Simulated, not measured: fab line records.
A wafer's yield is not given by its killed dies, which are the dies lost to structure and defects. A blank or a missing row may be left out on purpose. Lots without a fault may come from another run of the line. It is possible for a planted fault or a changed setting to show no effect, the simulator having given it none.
2 desks, one fault | flow gf180mcu | every desk sees just its own numbers, and what lay behind them comes last

FOR THE TOOL OWNER'S DESK: cmp-01
The tool's own readings at GF_CONTACT_CMP_27 (polishes, stops on SiO2, t overpolish 15 s, target thk 0 nm): means of the sampled wafers that have a number, for each lot that ran on this tool. Marked OUT: a lot whose mean sits more than 4 standard deviations from the usual mean, which makes it out of limits; the brackets give that distance.
Columns: A = motor-current-A at GF_CONTACT_CMP_27, usual 11.0 A; B = overpolish-run-s at GF_CONTACT_CMP_27, usual 15.000 s; C = platen-rpm at GF_CONTACT_CMP_27, usual 60.00 rpm; D = time-to-endpoint-s at GF_CONTACT_CMP_27, usual 73 s
lot  | first seen here | A    | B                       | C     | D
L493 | day 15 19:58    | 11.1 | 15.009                  | 60.00 | 70
L497 | day 17 11:37    | 10.9 | 15.005                  | 60.01 | 70
L499 | day 18 13:31    | 11.2 | 14.996                  | 59.96 | 69
L502 | day 19 10:43    | 12.0 | 15.006                  | 60.01 | 71
L504 | day 20 08:25    | 11.0 | 0.044 (-99 or more) OUT | 60.00 | 113 (+12) OUT
L505 | day 20 12:22    | 11.3 | 0.042 (-99 or more) OUT | 60.02 | 113 (+12) OUT
L511 | day 22 23:25    | 11.4 | 15.002                  | 60.05 | 72
L513 | day 23 04:47    | 11.5 | 15.001                  | 60.02 | 74
L514 | day 23 18:32    | 11.0 | 14.997                  | 60.03 | 71
This desk finds L504, L505 out of limits, L504 being first, at day 20 08:25 (overpolish-run-s at GF_CONTACT_CMP_27). In limits: L493, L497, L499, L502, L511, L513, L514.

FROM THE METROLOGY DESK
What the gauges read for every lot (on any tool): the sampled wafers with a number, averaged. Marked OUT: a lot whose mean sits more than 4 standard deviations from the usual mean, which makes it out of limits; the brackets give that distance.
Columns: A = CONTACT_CVD_02_THK at GF_CONTACT_THK_MEAS_03, usual 860 nm
lot  | first seen here | A
L493 | day 14 21:25    | 847
L495 | day 15 19:18    | 858
L497 | day 16 11:34    | 869
L499 | day 17 13:07    | 861
L502 | day 18 09:25    | 859
L504 | day 19 06:55    | 859
L505 | day 19 11:01    | 860
L510 | day 21 06:29    | 870
L511 | day 21 21:52    | 858
L512 | day 22 02:52    | 866
L513 | day 22 04:03    | 863
L514 | day 22 17:01    | 861
L515 | day 23 01:04    | 862
L516 | day 23 10:19    | 854
This desk's finding: nothing out of limits on any of the 14 lots.

TAKEN TOGETHER
An alarm could have come from the tool owner's desk at day 20 08:25, on L504, L505.
The metrology desk saw nothing out of limits.
The metrology desk holds a record of L504, L505, inside its limits.
All the named lots went through GF_CONTACT_CMP_27 on cmp-01.

WHAT WAS PUT IN BY THE SIMULATOR
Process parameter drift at GF_CONTACT_CMP_27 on cmp-01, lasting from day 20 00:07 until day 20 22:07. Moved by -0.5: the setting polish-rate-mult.
Shown lots that were struck: L504, L505.
Each desk's first reading out of limits, in hours after the fault started: the tool owner's desk, 8.
